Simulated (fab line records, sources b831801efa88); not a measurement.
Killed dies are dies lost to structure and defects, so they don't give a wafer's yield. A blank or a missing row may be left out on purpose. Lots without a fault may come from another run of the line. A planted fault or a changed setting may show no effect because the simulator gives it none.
fab line records | flow sky130
record lots=5 wafers=14 last_day=50
route steps=708 shown SD_N@352 SD_P@359 RES_XHIGH@360 SALICIDE@361 LI_CONTACT@362 LOCAL_INTERCONNECT@387 PAD_OPEN@708
lots that met no fault: from a run of the same line without faults
start_h: hours from the record's first day to the start of the lot's first wafer shown | wait_h: hours since the lot's step before | " the same as in the row above | L1.1+2: a row that stands for several wafers | - no value, or no start given | * or withheld: withheld | < > ~ a bound
route shown NAME@n: a module of which the file shows steps, and the number in the route of the first | usual: mean/standard deviation of fault-free wafers | same: alike in all rows | chamber/n: place in a boat | sites: the reading at each site | _std_site: their standard deviation | _edge_site: outer sites' mean less inner sites' | radius_mm: how far each site lies from the wafer's centre | mask NAME#n: copy n | behind: the tool/chamber that last shaped the wafer | hold: why the lot was held/for how many hours/how that ended | device: the transistor (n, p or np) that didn't switch | end of line: the same wafers' tests at the end of the route | a step without rows: its recipe alone | killed: dies lost to structure and defects at the first sort, not the wafer's yield | map: a wafer's dies, x killed, . not, _ none there
set.NAME: the setting as run; set.NAME@STEP: as run at that earlier step | model.NAME: the simulator's own value behind a step, which no gauge read
lots at some steps of the route; a table a step, a row a wafer
services: from which hour (start_h, from the record's first day; less than 0 if before it) a tool's chamber was out of use, for how many hours, and why
## steps
# step SKY_SD_N_IMPLANT_10
# recipe species=P energy_kev=20 dose_cm2=1e+14 tilt_deg=0
# step SKY_SD_N_STRIP_11
# recipe chemistry=O2/N2 power_w=1400 pressure_mtorr=1500 platen_temp_c=withheld o2_flow_sccm=3000 n2_flow_sccm=300 overash_fraction=0.5
# usual drypump_motor_current_A=5.69/0.28 oes_product_au=0.527/0.0043 strip_time_to_endpoint_s=22.54/0.052
# columns lot.wafer tool chamber start_h wait_h drypump_motor_current_A oes_product_au rf_hours_counter_h strip_time_to_endpoint_s
L997.1 plasma_asher-02 1 653.07 0.1 5.19 0.528 53 22.63
L997.4 " 1 " " 5.18 0.530 - 22.57
L997.6 " 0 " " 6.22 0.530 - 22.60
L102.1 plasma_asher-01 1 695.52 0.1 5.84 0.525 27 22.49
L102.2 " 0 " " 5.47 0.524 27 22.52
L102.6 " 0 " " 5.52 0.533 - 22.52
L105.3 plasma_asher-01 0 722.16 0.1 5.41 0.517 - 22.58
L105.4 " 1 " " 5.84 0.523 - 22.58
L109.2 plasma_asher-01 0 752.69 0.1 5.44 0.530 33 22.57
L109.3 " 0 " " 5.41 0.527 - 22.51
L109.4 " 1 " " 5.85 0.521 - 22.51
L116.2 plasma_asher-01 1 809.69 0.1 5.86 0.529 40 22.47
L116.4 " 1 " " 5.84 0.530 - 22.52
L116.6 " 0 " " 5.45 0.517 - 22.49
# step SKY_SD_N_TW_MEAS_12
# usual SD_N_TW=3961/30
# columns lot.wafer tool chamber start_h wait_h SD_N_TW
L997.1 film_metro-01 - 653.17 0.1 3925
L997.4 " - " " 3954
L997.6 " - " " 3915
L102.1 film_metro-02 - 695.62 0.1 3947
L102.2 " - " " 3973
L102.6 " - " " 3953
L105.3 film_metro-04 - 722.24 0.1 3965
L105.4 " - " " 3965
L109.2 film_metro-02 - 752.80 0.1 3928
L109.3 " - " " 3944
L109.4 " - " " 3922
L116.2 film_metro-02 - 809.80 0.1 4031
L116.4 " - " " 4011
L116.6 " - " " 3998
# step SKY_SD_N_CLEAN_13
# recipe chemistry=SC1/SC2 mix=1:4:20 temp_c=70 time_s=150 dry=n2_spin
# step SKY_SD_N_RTA_14
# recipe temp_c=1075 time_s=2 idle_temp_c=650 ramp_up_c_per_s=150 ramp_down_c_per_s=90 ambient=N2
# step SKY_SD_N_RS_MEAS_16
# recipe thk_meas_gauge=four-point-probe
# usual SD_N_RS=68.54/0.15
# columns lot.wafer tool chamber start_h wait_h SD_N_RS[ohm/sq]
L997.1 film_metro-01 - 653.53 0.1 68.25
L997.4 " - " " 68.36
L997.6 " - " " 68.49
L102.1 film_metro-01 - 695.91 0.1 68.50
L102.2 " - " " 68.30
L102.6 " - " " 68.49
L105.3 film_metro-01 - 722.55 0.1 68.49
L105.4 " - " " 68.44
L109.2 film_metro-02 - 753.09 0.1 68.74
L109.3 " - " " 68.73
L109.4 " - " " 68.77
L116.2 film_metro-01 - 810.09 0.1 68.33
L116.4 " - " " 68.44
L116.6 " - " " 68.34
# step SKY_SD_N_RS_MEAS_17
# recipe thk_meas_gauge=four-point-probe
# usual SD_P_RS=147.1/0.43
# columns lot.wafer tool chamber start_h wait_h SD_P_RS[ohm/sq]
L997.1 film_metro-01 - 653.65 0.1 147.2
L997.4 " - " " 146.6
L997.6 " - " " 146.7
L102.1 film_metro-01 - 696.03 0.1 146.6
L102.2 " - " " 146.5
L102.6 " - " " 146.5
L105.3 film_metro-01 - 722.67 0.1 147.0
L105.4 " - " " 146.7
L109.2 film_metro-02 - 753.21 0.1 147.5
L109.3 " - " " 147.5
L109.4 " - " " 147.2
L116.2 film_metro-01 - 810.21 0.1 146.4
L116.4 " - " " 146.4
L116.6 " - " " 146.3
# step SKY_SD_N_RS_MEAS_18
# recipe thk_meas_gauge=four-point-probe
# usual RES_XHIGH_RS=333.1/1.3
# columns lot.wafer tool chamber start_h wait_h RES_XHIGH_RS[ohm/sq]
L997.1 film_metro-01 - 653.77 0.1 332.6
L997.4 " - " " 331.9
L997.6 " - " " 331.9
L102.1 film_metro-01 - 696.15 0.1 331.0
L102.2 " - " " 331.3
L102.6 " - " " 332.7
L105.3 film_metro-01 - 722.79 0.1 332.9
L105.4 " - " " 332.1
L109.2 film_metro-02 - 753.33 0.1 335.0
L109.3 " - " " 334.2
L109.4 " - " " 333.6
L116.2 film_metro-01 - 810.33 0.1 332.5
L116.4 " - " " 332.8
L116.6 " - " " 331.8
# step SKY_SALICIDE_CLEAN_00
# recipe chemistry=HF-last time_s=30 dilution=100:1 dry=ipa_marangoni
# step SKY_LI_CONTACT_HDPCVD_00
# recipe material=PSG target_thk_nm=930 sigma_open_frac=0.3 time_s=155 temp_c=600 sih4_flow_sccm=60 pressure_mtorr=6
# step SKY_LI_CONTACT_THK_MEAS_01
# recipe reads=PSG_of_LI_CONTACT_HDPCVD_00
# usual LI_CONTACT_HDPCVD_THK=933/9.8
# columns lot.wafer tool chamber start_h wait_h LI_CONTACT_HDPCVD_THK[nm]
L997.1 film_metro-01 - 654.03 0.1 931
L997.4 " - " " 906
L997.6 " - " " 918
L102.1 film_metro-01 - 696.39 0.1 935
L102.2 " - " " 965
L102.6 " - " " 947
L105.3 film_metro-02 - 723.01 0.1 953
L105.4 " - " " 956
L109.2 film_metro-04 - 753.56 0.1 933
L109.3 " - " " 934
L109.4 " - " " 935
L116.2 film_metro-01 - 810.56 0.1 930
L116.4 " - " " 940
L116.6 " - " " 937
# step SKY_LI_CONTACT_CMP_02
# recipe material=PSG down_force_psi=4 platen_rpm=60 pad_velocity_m_s=0.94248
# usual motor_current_A=11.0/1 slurry_flow_ml_min=150.0/0.49 time_to_endpoint_s=33.6/2.6
# columns lot.wafer tool chamber start_h wait_h motor_current_A slurry_flow_ml_min time_to_endpoint_s model.PSG_of_LI_CONTACT_HDPCVD_00.thk_nm
L997.1 cmp-02 2 654.19 0.1 9.9 149.9 33.6 597.7
L997.4 " 3 " " 10.8 149.8 25.8 595.8
L997.6 " 1 " " 11.1 150.3 31.0 597.1
L102.1 cmp-01 2 696.50 0.1 11.8 149.6 33.4 598.3
L102.2 " 3 " " 11.2 150.4 36.9 597.7
L102.6 " 2 " " 11.0 149.6 35.8 598.6
L105.3 cmp-01 3 723.05 0.0 11.1 150.3 27.6 655.8
L105.4 " 1 " " 12.9 150.1 35.3 597.7
L109.3 cmp-02 1 753.66 0.1 11.8 148.9 35.0 598.6
L109.2 " 2 " " 10.3 149.8 33.9 597.2
L109.4 " 3 " " 11.1 151.1 33.9 596.4
L116.4 cmp-01 0 810.66 0.1 10.5 150.1 36.4 598
L116.2 " 2 " " 10.8 150.3 31.9 597.5
L116.6 " 0 " " 10.2 149.6 34.4 597.6
# step SKY_LI_CONTACT_BOW_MEAS_03
# recipe mode=bow
# usual LI_CONTACT_BOW=55/6.5
# columns lot.wafer tool chamber start_h wait_h hold LI_CONTACT_BOW[um]
L997.1 film_metro-01 - 654.39 0.1 - 53
L997.4 " - " " - 58
L997.6 " - " " - 58
L102.1 film_metro-04 - 696.75 0.2 - 63
L102.2 " - " " - 64
L102.6 " - " " - 48
L105.3 film_metro-04 - 723.39 0.3 await_dispo/0.2h/release 44
L105.4 " - " " await_dispo/0.2h/release 55
L105.3 film_metro-04 - 723.68 0.3 - -
L105.4 " - " " - -
L109.2 film_metro-02 - 753.93 0.2 - 53
L109.3 " - " " - 61
L109.4 " - " " - 54
L116.2 film_metro-01 - 810.93 0.1 - 53
L116.4 " - " " - 67
L116.6 " - " " - 65
# step SKY_LI_CONTACT_HMDS_05
# recipe prime_time_s=60 prime_temp_c=120
# step SKY_LI_CONTACT_COAT_06
# recipe resist=BARC temp_c=withheld time_s=withheld spin_rpm=3000 resist_thk_nm=60
# step SKY_LI_CONTACT_COAT_07
# recipe resist=KrF-thick spin_rpm=3000 resist_thk_nm=450
# step SKY_LI_CONTACT_SOFTBAKE_08
# recipe temp_c=100 time_s=90 resist=KrF-thick
# step SKY_LI_CONTACT_EXPOSE_09
# recipe mask_id=LICM1 na=0.8 source_shape=annular sigma_inner=0.55 sigma_outer=0.85 target_cd_nm=170 dose_mj=38
# step SKY_LI_CONTACT_PEB_10
# recipe peb_temp_c=withheld peb_time_s=withheld resist=KrF-thick
# step SKY_LI_CONTACT_DEVELOP_11
# recipe develop_time_s=60 resist=KrF-thick dev_temp_c=21
# step SKY_LI_CONTACT_CD_MEAS_12
# recipe target_cd_nm=170
# usual cd_nm=169.5/1.6
# columns lot.wafer tool chamber start_h wait_h cd_nm
L997.1 cd_sem-01 - 682.77 - 170.9
L997.4 " - " " 172.2
L997.6 " - " " 172.1
L102.1 cd_sem-01 - 724.61 - 171.6
L102.2 " - " " 171.3
L102.6 " - " " 170.3
L105.3 cd_sem-02 - 750.51 - 168.7
L105.4 " - " " 170.7
L109.2 cd_sem-02 - 780.38 - 169.5
L109.3 " - " " 170.2
L109.4 " - " " 169.4
L116.2 cd_sem-02 - 837.53 - 170.1
L116.4 " - " " 170.1
L116.6 " - " " 170.0
# step SKY_LI_CONTACT_OVL_MEAS_13
# usual LI_CONTACT_OVL=-6/4.7
# columns lot.wafer tool chamber start_h wait_h LI_CONTACT_OVL[nm]
L997.1 overlay-02 - 682.89 0.1 -9
L997.4 " - " " -12
L997.6 " - " " -16
L102.1 overlay-01 - 724.73 0.1 -3
L102.2 " - " " -10
L102.6 " - " " -6
L105.3 overlay-02 - 750.60 0.1 -15
L105.4 " - " " -4
L109.2 overlay-02 - 780.49 0.1 -5
L109.3 " - " " 2
L109.4 " - " " -6
L116.2 overlay-02 - 837.64 0.1 -5
L116.4 " - " " -13
L116.6 " - " " -2
# step SKY_LI_CONTACT_ETCH_14
# recipe chemistry=N2/H2 target=BARC ion_energy_ev=200 source_w=500 bias_w=100 pressure_mtorr=30 n2_flow_sccm=100 h2_flow_sccm=200 stop_on=SiO2 time_s=45.9 target_depth_a=600
# usual bias_w=99.98/0.3 drypump_motor_current_A=5.6/0.32 oes_product_au=0.854/0.005 rf_fwd_power_W=495.7/2 throttle_valve_pct=13.225/0.0087
# columns lot.wafer tool chamber start_h wait_h bias_w drypump_motor_current_A oes_product_au rf_fwd_power_W rf_hours_counter_h throttle_valve_pct
L997.1 rie_diel-02 1 682.93 0.0 100.30 6.1 0.847 497.3 8 13.223
L997.4 " 3 " " 100.11 5.5 0.855 495.9 2 13.239
L997.6 " 0 " " 100.09 5.5 0.853 494.9 - 13.223
L102.1 rie_diel-03 3 724.77 0.0 100.19 6.0 0.856 494.4 8 13.218
L102.2 " 2 " " 100.56 5.7 0.859 493.6 20 13.238
L102.6 " 2 " " 100.14 5.7 0.848 494.7 - 13.233
L105.3 rie_diel-02 0 750.63 0.0 99.87 5.4 0.849 496.2 7 13.217
L105.4 " 2 " " 100.21 5.3 0.855 493.1 6 13.232
L109.2 rie_diel-02 1 780.52 0.0 100.20 6.1 0.864 496.8 10 13.230
L109.3 " 0 " " 100.37 5.5 0.861 498.5 7 13.225
L109.4 " 2 " " 99.78 5.3 0.852 495.0 7 13.225
L116.2 rie_diel-03 1 837.67 0.0 99.72 5.6 0.853 498.4 2 13.230
L116.4 " 0 " " 99.92 5.3 0.858 497.8 3 13.233
L116.6 " 0 " " 99.90 5.3 0.856 500.0 - 13.213
# step SKY_LI_CONTACT_ETCH_15
# recipe target=PSG chemistry=C4F8/O2/Ar stop_on=Si taper_deg=4.15 mask_material=KrF-thick source_w=1500 bias_w=1200 pressure_mtorr=40 c4f8_flow_sccm=withheld O2_flow_sccm=6 Ar_flow_sccm=300 time_s=withheld target_depth_a=6000
# usual bias_w=1200/3.4 oes_product_au=0.837/0.005 rf_fwd_power_W=1494/4.3
# columns lot.wafer tool chamber start_h wait_h bias_w oes_product_au rf_fwd_power_W model.LI_CONTACT.feature_depth_nm model.etch.depth_nm
L997.1 rie_diel-02 1 682.97 0.0 1202 0.838 1488 597.7 597.7
L997.4 " 3 " " 1195 0.836 1490 595.8 595.8
L997.6 " 0 " " 1198 0.832 1497 597.1 597.1
L102.1 rie_diel-03 3 724.81 0.0 1200 0.845 1498 598.3 598.3
L102.2 " 2 " " 1200 0.842 1501 597.7 597.7
L102.6 " 2 " " 1198 0.835 1495 598.6 598.6
L105.3 rie_diel-02 0 750.67 0.0 1200 0.876 1495 655.8 655.8
L105.4 " 2 " " 1206 0.835 1492 597.7 597.7
L109.2 rie_diel-02 1 780.56 0.0 1202 0.829 1497 597.2 597.2
L109.3 " 0 " " 1195 0.841 1499 598.6 598.6
L109.4 " 2 " " 1202 0.833 1495 596.4 596.4
L116.2 rie_diel-03 1 837.71 0.0 1200 0.833 1493 597.5 597.5
L116.4 " 0 " " 1196 0.831 1498 598 598
L116.6 " 0 " " 1200 0.835 1501 597.6 597.6
# step SKY_LI_CONTACT_STRIP_16
# recipe chemistry=O2/N2 power_w=1400 pressure_mtorr=1500 platen_temp_c=withheld o2_flow_sccm=3000 n2_flow_sccm=300 overash_fraction=0.5
# usual drypump_motor_current_A=5.5/0.49 oes_product_au=0.375/0.0045 strip_time_to_endpoint_s=3.49/0.031
# columns lot.wafer tool chamber start_h wait_h drypump_motor_current_A oes_product_au rf_hours_counter_h strip_time_to_endpoint_s
L997.1 plasma_asher-01 1 683.06 - 5.8 0.371 26 3.50
L997.4 " 0 " " 5.4 0.380 - 3.45
L997.6 " 1 " " 5.8 0.380 - 3.54
L102.1 plasma_asher-02 1 724.89 - 5.2 0.379 60 3.50
L102.2 " 0 " " 6.2 0.378 60 3.50
L102.6 " 1 " " 5.2 0.373 - 3.50
L105.3 plasma_asher-03 0 750.79 - 5.0 0.381 - 3.51
L105.4 " 1 " " 5.1 0.376 - 3.50
L109.2 plasma_asher-02 1 780.65 - 5.2 0.381 66 3.51
L109.3 " 0 " " 6.3 0.373 - 3.49
L109.4 " 1 " " 5.2 0.375 - 3.50
L116.2 plasma_asher-02 1 837.80 - 5.2 0.367 70 3.51
L116.4 " 0 " " 6.3 0.377 - 3.49
L116.6 " 0 " " 6.3 0.376 - 3.48
# step SKY_LI_CONTACT_CLEAN_17
# recipe chemistry=NMP time_s=600 temp_c=60 dry=n2_spin
# step SKY_LI_CONTACT_PRE_CLEAN_18
# recipe gas=Ar time_s=5.6 bias_v=358
# step SKY_LI_CONTACT_SPUTTER_19
# recipe material=Ti target_thk_nm=20 chamber_pressure_pa=5 power_w=2500 substrate_temp_c=200 time_s=106.37
# usual throttle_valve_pct=30.3/0.87
# columns lot.wafer tool chamber start_h wait_h throttle_valve_pct
L997.1 pvd_sputter-01 - 683.35 0.0 30.3
L997.4 " - " " 30.3
L997.6 " - " " 30.4
L102.1 pvd_sputter-01 - 725.21 0.0 31.1
L102.2 " - " " 29.6
L102.6 " - " " 30.6
L105.3 pvd_sputter-04 - 751.05 0.0 30.8
L105.4 " - " " 29.4
L109.2 pvd_sputter-01 - 780.94 0.0 31.3
L109.3 " - " " 30.4
L109.4 " - " " 30.0
L116.2 pvd_sputter-01 - 838.09 0.0 30.5
L116.4 " - " " 30.4
L116.6 " - " " 30.0
# step SKY_LI_CONTACT_SPUTTER_20
# recipe material=TiN target_thk_nm=20 chamber_pressure_pa=5 power_w=4000 time_s=80
# step SKY_LI_CONTACT_CVD_21
# recipe material=W target_thk_nm=400 time_s=120.56 temp_c=400 pressure_torr=40
# usual heater_power_w=837/31
# columns lot.wafer tool chamber start_h wait_h heater_power_w
L997.1 cvd_w-02 0 683.49 0.0 807
L997.4 " 1 " " 888
L997.6 " 0 " " 789
L102.1 cvd_w-01 1 725.34 0.0 835
L102.2 " 0 " " 831
L102.6 " 0 " " 839
L105.3 cvd_w-01 0 751.23 0.1 809
L105.4 " 1 " " 828
L109.2 cvd_w-01 0 781.08 0.0 843
L109.3 " 0 " " 864
L109.4 " 1 " " 829
L116.2 cvd_w-01 0 838.27 0.1 825
L116.4 " 0 " " 826
L116.6 " 0 " " 820
# step SKY_LI_CONTACT_RS_MEAS_22
# recipe thk_meas_gauge=four-point-probe reads=W_of_LI_CONTACT_CVD_21+TiN_of_LI_CONTACT_SPUTTER_20+Ti_of_LI_CONTACT_SPUTTER_19
# usual LI_CONTACT_W_RS=0.283/0.0049
# columns lot.wafer tool chamber start_h wait_h LI_CONTACT_W_RS[ohm/sq]
L997.1 film_metro-04 - 683.61 0.1 0.288
L997.4 " - " " 0.283
L997.6 " - " " 0.291
L102.1 film_metro-04 - 725.47 0.1 0.284
L102.2 " - " " 0.279
L102.6 " - " " 0.278
L105.3 film_metro-01 - 751.35 0.1 0.273
L105.4 " - " " 0.278
L109.2 film_metro-02 - 781.22 0.1 0.284
L109.3 " - " " 0.284
L109.4 " - " " 0.291
L116.2 film_metro-04 - 838.50 0.2 0.277
L116.4 " - " " 0.277
L116.6 " - " " 0.281
# step SKY_LI_CONTACT_THK_MEAS_23
# recipe thk_meas_gauge=xrf reads=W_of_LI_CONTACT_CVD_21
# usual LI_CONTACT_W_THK=408/7.5
# columns lot.wafer tool chamber start_h wait_h LI_CONTACT_W_THK[nm]
L997.1 film_metro-04 - 683.73 0.1 395
L997.4 " - " " 405
L997.6 " - " " 394
L102.1 film_metro-04 - 725.59 0.1 409
L102.2 " - " " 416
L102.6 " - " " 418
L105.3 film_metro-01 - 751.45 0.1 425
L105.4 " - " " 417
L109.2 film_metro-02 - 781.33 0.1 412
L109.3 " - " " 415
L109.4 " - " " 404
L116.2 film_metro-04 - 838.61 0.1 414
L116.4 " - " " 415
L116.6 " - " " 410
# step SKY_LI_CONTACT_CMP_24
# recipe stop_on=PSG t_overpolish_s=20 down_force_psi=3.5 platen_rpm=60 target_thk_nm=0 pad_velocity_m_s=0.94248
# usual motor_current_A=10.0/0.85 slurry_flow_ml_min=150.0/0.5
# columns lot.wafer tool chamber start_h wait_h motor_current_A slurry_flow_ml_min model.PSG_of_LI_CONTACT_HDPCVD_00.thk_nm
L997.4 cmp-01 1 683.84 0.1 11.3 149.3 586.4
L997.1 " 2 " " 10.1 150.6 588.2
L997.6 " 0 " " 9.4 150.4 587.6
L102.1 cmp-01 3 725.70 0.1 10.2 149.6 588.9
L102.2 " 1 " " 11.5 149.4 588.2
L102.6 " 2 " " 10.0 149.8 589.1
L105.4 cmp-01 3 751.54 0.1 10.2 150.7 588.2
L105.3 " 1 " " 11.8 148.9 646.4
L109.4 cmp-01 1 781.38 0.0 11.1 150.5 586.9
L109.2 " 3 " " 10.2 149.3 587.7
L109.3 " 0 " " 9.0 149.7 589.1
L116.4 cmp-02 0 838.71 0.1 9.3 149.7 588.6
L116.2 " 2 " " 8.9 150.5 588.1
L116.6 " 0 " " 9.6 150.1 588.1
# step SKY_LOCAL_INTERCONNECT_SPUTTER_00
# recipe material=TiN target_thk_nm=100 temp_c=300 power_w=6500 time_s=83.3 chamber_pressure_pa=0.4
# step SKY_PAD_OPEN_PROBE_99
# usual killed_at_M0_to_M3=44/7.5 killed_at_M4_up=3.2/1.9 killed_at_contacts=23/4.7 killed_at_front_end=15/4.7 killed_at_other=0.4/0.66 killed_dies=87/9.3 killed_open=47/7.2 killed_short=39/6.5
# same gross_dies=492 killed_at_back_side=0
# columns lot.wafer tool chamber start_h wait_h killed_at_M0_to_M3 killed_at_M4_up killed_at_contacts killed_at_front_end killed_at_other killed_dies killed_open killed_short model.etest.licon_pdiff.rc_ohm model.etest.licon_ndiff.rc_ohm model.etest.cap_li_to_poly.c_af_um2 model.etest.licon_poly.rc_ohm model.etest.cap_li_to_well.c_af_um2
L997.1 prober-01 - 1078.91 0.1 34 4 25 14 0 77 48 29 565 175.8 101.3 149.2 36.88
L997.4 prober-01 - 1079.06 0.2 52 3 34 8 0 97 57 40 575.5 174.7 97.89 151.7 37
L997.6 prober-01 - 1079.16 0.2 48 2 22 11 2 85 57 28 576.5 175.4 102.8 147.9 36.63
L102.1 prober-02 - 1112.09 0.1 34 0 21 11 0 66 43 23 575.9 182 99.63 151.7 36.03
L102.2 prober-02 - 1112.14 0.1 45 2 25 9 0 81 41 40 569.9 184.8 98.22 150.5 37.01
L102.6 prober-02 - 1112.34 0.2 43 5 26 12 0 86 44 42 572.5 181.4 97.54 151 38.09
L105.3 prober-01 - 1132.60 0.2 59 1 25 15 0 100 48 52 630.6 201.8 83.88 158.4 34.51
L105.4 prober-01 - 1132.65 0.2 49 1 22 13 0 85 43 41 576.6 182.3 96.71 154 36.98
L109.2 prober-01 - 1152.07 0.1 30 3 23 19 1 76 42 33 583.2 186 103 155.3 37.65
L109.3 prober-01 - 1152.12 0.2 41 4 21 16 1 83 47 35 594.9 178.6 98.56 145.4 37.02
L109.4 prober-01 - 1152.17 0.2 54 4 18 27 0 103 59 43 588.3 183 101.3 154.5 37.2
L116.2 prober-02 - 1190.00 0.1 45 1 25 9 0 80 42 37 580.9 190.5 99.59 152.9 37.38
L116.4 prober-02 - 1190.10 0.2 38 5 24 12 0 79 42 37 568.8 181.4 99.04 144.8 36.85
L116.6 prober-02 - 1190.20 0.2 44 1 24 15 0 84 48 36 592.7 178.9 101.5 150.7 37.7
# killed by level:class
L997.1 CONTACT:geometric_particle:open=10 FIELD_ISO:geometric_particle:open=6 METAL1:geometric_particle:open=6 LI_CONTACT:geometric_particle:open=6 VIA3:geometric_particle:open=6 CONTACT:geometric_particle:short=4 VIA1:geometric_particle:open=4 LOCAL_INTERCONNECT:geometric_particle:open=3
L997.4 VIA1:geometric_particle:open=12 CONTACT:geometric_particle:open=11 VIA2:geometric_particle:open=11 CONTACT:geometric_particle:short=8 METAL1:geometric_particle:short=7 METAL2:geometric_particle:short=7 LI_CONTACT:geometric_particle:open=6 LOCAL_INTERCONNECT:geometric_particle:short=5
L997.6 VIA1:geometric_particle:open=14 CONTACT:geometric_particle:open=13 VIA3:geometric_particle:open=8 VIA2:geometric_particle:open=8 POLY_GATE:geometric_particle:open=7 METAL1:geometric_particle:short=5 VIA1:geometric_particle:short=5 CONTACT:geometric_particle:short=4
L102.1 VIA1:geometric_particle:open=10 CONTACT:geometric_particle:open=9 LI_CONTACT:geometric_particle:open=7 POLY_GATE:geometric_particle:open=5 VIA3:geometric_particle:open=5 VIA2:geometric_particle:open=5 POLY_GATE:geometric_particle:short=4 LOCAL_INTERCONNECT:geometric_particle:short=3
L102.2 VIA1:geometric_particle:open=15 CONTACT:geometric_particle:short=8 CONTACT:geometric_particle:open=8 VIA1:geometric_particle:short=7 METAL3:geometric_particle:short=6 METAL1:geometric_particle:short=4 METAL2:geometric_particle:short=4 VIA2:geometric_particle:open=4
L102.6 VIA1:geometric_particle:open=15 LI_CONTACT:geometric_particle:open=9 CONTACT:geometric_particle:open=8 VIA1:geometric_particle:short=6 METAL2:geometric_particle:short=6 VIA2:geometric_particle:open=5 CONTACT:geometric_particle:short=4 METAL4:geometric_particle:short=4
L105.3 VIA1:geometric_particle:open=13 VIA1:geometric_particle:short=8 METAL3:geometric_particle:short=7 METAL1:geometric_particle:short=6 LOCAL_INTERCONNECT:geometric_particle:short=6 CONTACT:geometric_particle:open=6 FIELD_ISO:geometric_particle:open=5 POLY_GATE:geometric_particle:open=5
L105.4 VIA1:geometric_particle:open=13 VIA1:geometric_particle:short=9 CONTACT:geometric_particle:open=8 METAL1:geometric_particle:short=6 VIA3:geometric_particle:open=6 LI_CONTACT:geometric_particle:open=5 POLY_GATE:geometric_particle:short=4 LOCAL_INTERCONNECT:geometric_particle:short=4
L109.2 FIELD_ISO:geometric_particle:open=9 CONTACT:geometric_particle:open=8 POLY_GATE:geometric_particle:short=5 VIA3:geometric_particle:open=5 VIA2:geometric_particle:open=5 LI_CONTACT:geometric_particle:short=4 VIA1:geometric_particle:short=4 METAL2:geometric_particle:short=4
L109.3 VIA1:geometric_particle:open=9 VIA3:geometric_particle:open=8 LI_CONTACT:geometric_particle:open=7 CONTACT:geometric_particle:open=6 METAL1:geometric_particle:short=6 FIELD_ISO:geometric_particle:open=5 CONTACT:geometric_particle:short=5 VIA2:geometric_particle:open=4
L109.4 VIA1:geometric_particle:open=16 FIELD_ISO:geometric_particle:open=7 METAL1:geometric_particle:short=7 LI_CONTACT:geometric_particle:open=7 VIA3:geometric_particle:open=7 VIA2:geometric_particle:open=7 POLY_GATE:geometric_particle:open=6 VIA1:geometric_particle:short=6
L116.2 VIA1:geometric_particle:open=11 CONTACT:geometric_particle:open=9 METAL2:geometric_particle:short=8 VIA2:geometric_particle:open=7 LOCAL_INTERCONNECT:geometric_particle:short=5 VIA1:geometric_particle:short=5 CONTACT:geometric_particle:short=5 LI_CONTACT:geometric_particle:open=4
L116.4 VIA3:geometric_particle:open=9 CONTACT:geometric_particle:open=7 METAL2:geometric_particle:short=7 LOCAL_INTERCONNECT:geometric_particle:short=6 LI_CONTACT:geometric_particle:open=4 CONTACT:geometric_particle:short=4 VIA2:geometric_particle:short=4 METAL4:geometric_particle:short=4
L116.6 CONTACT:geometric_particle:open=12 VIA3:geometric_particle:open=9 VIA2:geometric_particle:open=7 LI_CONTACT:geometric_particle:open=6 VIA1:geometric_particle:short=5 FIELD_ISO:geometric_particle:short=4 POLY_GATE:geometric_particle:short=4 METAL1:geometric_particle:short=4
## services
# columns tool chamber start_h hours kind
rie_diel-03 0 630.74 8.1 repair
cmp-01 - 635.97 0.4 repair
plasma_asher-02 - 645.45 5.3 repair
cvd_w-01 1 650.57 12.3 repair
cvd_w-01 - 663.08 2.8 pm
rie_diel-03 2 677.98 25.7 repair
cmp-01 - 696.99 0.6 repair
cvd_w-01 0 701.19 10.5 repair
rie_diel-03 1 718.14 9.3 repair
cmp-01 - 726.60 5.5 pm
rie_diel-02 - 730.96 0.3 repair
rie_diel-03 - 731.23 0.6 repair
plasma_asher-01 - 738.13 1.7 repair
pvd_sputter-01 - 743.02 11.9 repair
cvd_w-01 0 743.85 3.1 repair
rie_diel-02 0 754.52 12.3 repair
cvd_w-01 1 762.04 6.2 repair
rie_diel-03 2 762.65 1.8 repair
rie_diel-03 3 767.08 7.6 repair
plasma_asher-02 - 787.73 2.8 pm
plasma_asher-02 - 798.73 13.0 repair
cvd_w-01 0 799.63 3.3 repair
cmp-01 - 819.73 0.9 repair
cmp-01 - 831.29 63.6 repair
## key
first_sign step=SKY_LI_CONTACT_BOW_MEAS_03 reading=visit direction=added
effect step=SKY_LI_CONTACT_ETCH_15 reading=oes_product_au direction=up sigmas=7.9 usual=0.837 struck=0.876
model_effect step=SKY_LI_CONTACT_CMP_02 value=PSG_of_LI_CONTACT_HDPCVD_00.thk_nm without=596.1 struck=655.8
model_effect step=SKY_LI_CONTACT_ETCH_15 value=LI_CONTACT.feature_depth_nm without=596.1 struck=655.8
model_effect step=SKY_LI_CONTACT_CMP_24 value=PSG_of_LI_CONTACT_HDPCVD_00.thk_nm without=586.6 struck=646.4
model_effect step=SKY_PAD_OPEN_PROBE_99 value=etest.licon_pdiff.rc_ohm without=596.3 struck=630.6
met_at SKY_LI_CONTACT_CMP_02
struck_wafers L105.3
tester_left_out L105
onset_between 696.50 723.05
fault kind=process_parameter_drift tool=cmp-01 chamber=- onset_h=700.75 steps=SKY_LI_CONTACT_CMP_02 channel=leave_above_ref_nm offset=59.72 shape=step end_h=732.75 scope=struck_wafers_only acts_in=these_recipes_only stated=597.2
# tester_left_out: of these lots the tester's yield and bins aren't shown, on N5 and GAA mostly nor the transistor test; their killed dies are dies lost to structure and defects alone, not to doping, threshold or leakage, so they don't give the yield
